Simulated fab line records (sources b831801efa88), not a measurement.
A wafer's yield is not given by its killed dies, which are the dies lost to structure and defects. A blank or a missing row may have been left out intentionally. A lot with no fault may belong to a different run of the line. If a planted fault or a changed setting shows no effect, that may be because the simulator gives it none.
2 desks, one fault :: flow gf180mcu :: only its own numbers are on each desk; what lay behind them is given at the end

DESK OF THE TOOL OWNER: lpcvd-01
The tool's own readings at GF_STI_CVD_03 (deposits Si3N4 from DCS/NH3, target thk 207.16 nm, time 3551 s): means of the sampled wafers that have a number, for each lot that ran on this tool. Marked OUT: a lot whose mean sits more than 4 standard deviations from the usual mean, which makes it out of limits; the brackets give that distance.
Columns: A = pressureMtorr at GF_STI_CVD_03, usual 250.1 mTorr; B = spikeTcBottomC at GF_STI_CVD_03, usual 790 C
lot: L523
first seen here: day 1 12:29
A: 250.4
B: 794

lot: L524
first seen here: day 1 17:44
A: 250.1
B: 790

lot: L525
first seen here: day 1 22:20
A: 250.7
B: 794

lot: L526
first seen here: day 2 02:42
A: 200.0 (-95) OUT
B: 792

lot: L527
first seen here: day 2 07:34
A: 200.0 (-95) OUT
B: 789

lot: L542
first seen here: day 5 10:34
A: 249.5
B: 793

lot: L543
first seen here: day 5 15:34
A: 250.5
B: 793
Finding of this desk: L526, L527 out of limits; the first was L526 at day 2 02:42, on pressureMtorr at GF_STI_CVD_03. In limits: L523, L524, L525, L542, L543.

THE METROLOGY DESK
What the gauges read for every lot (on any tool): the sampled wafers with a number, averaged. Marked OUT: a lot whose mean sits more than 4 standard deviations from the usual mean, which makes it out of limits; the brackets give that distance.
Columns: A = STI_CVD_03_THK at GF_STI_THK_MEAS_04, usual 207.1 nm; B = VT_IMPLANT_OVL at GF_VT_IMPLANT_OVL_MEAS_07, usual -0.5 nm
lot: L523
first seen here: day 1 15:28
A: 205.3
B: 0.3

lot: L524
first seen here: day 1 19:44
A: 207.0
B: 0.1

lot: L525
first seen here: day 2 00:20
A: 208.6
B: -2.0

lot: L526
first seen here: day 2 04:41
A: 195.4 (-6.5) OUT
B: -0.7

lot: L527
first seen here: day 2 10:33
A: 195.4 (-6.5) OUT
B: 0.1

lot: L528
first seen here: day 2 15:07
A: 206.0
B: -1.2

lot: L537
first seen here: day 4 12:35
A: 204.8
B: -1.4

lot: L538
first seen here: day 4 16:59
A: 210.2
B: -0.3

lot: L541
first seen here: day 5 07:56
A: 205.7
B: 0.0

lot: L542
first seen here: day 5 12:35
A: 208.5
B: 0.0

lot: L543
first seen here: day 5 17:34
A: 206.8
B: -0.4

lot: L545
first seen here: day 6 03:46
A: 206.1
B: 1.6
This desk reports L526, L527 out of limits; the earliest was L526 at day 2 04:41 (STI_CVD_03_THK at GF_STI_THK_MEAS_04). In limits: L523, L524, L525, L528, L537, L538, L541, L542, L543, L545.

BROUGHT TOGETHER
An alarm could have come from the tool owner's desk at day 2 02:42, on L526, L527.
Metrology desk: alarm possible at day 2 04:41 on L526, L527.
Of the lots named, all ran GF_STI_CVD_03 on lpcvd-01.

WHAT HAD BEEN PUT IN BY THE SIMULATOR
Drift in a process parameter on lpcvd-01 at GF_STI_CVD_03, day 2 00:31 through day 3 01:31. From 250, the setting pressureMtorr moved by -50. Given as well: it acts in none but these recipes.
Struck lots among those shown: L526, L527.
Hours from the fault's start to each desk's first reading out of limits: the tool owner's desk, 2; the metrology desk, 4.
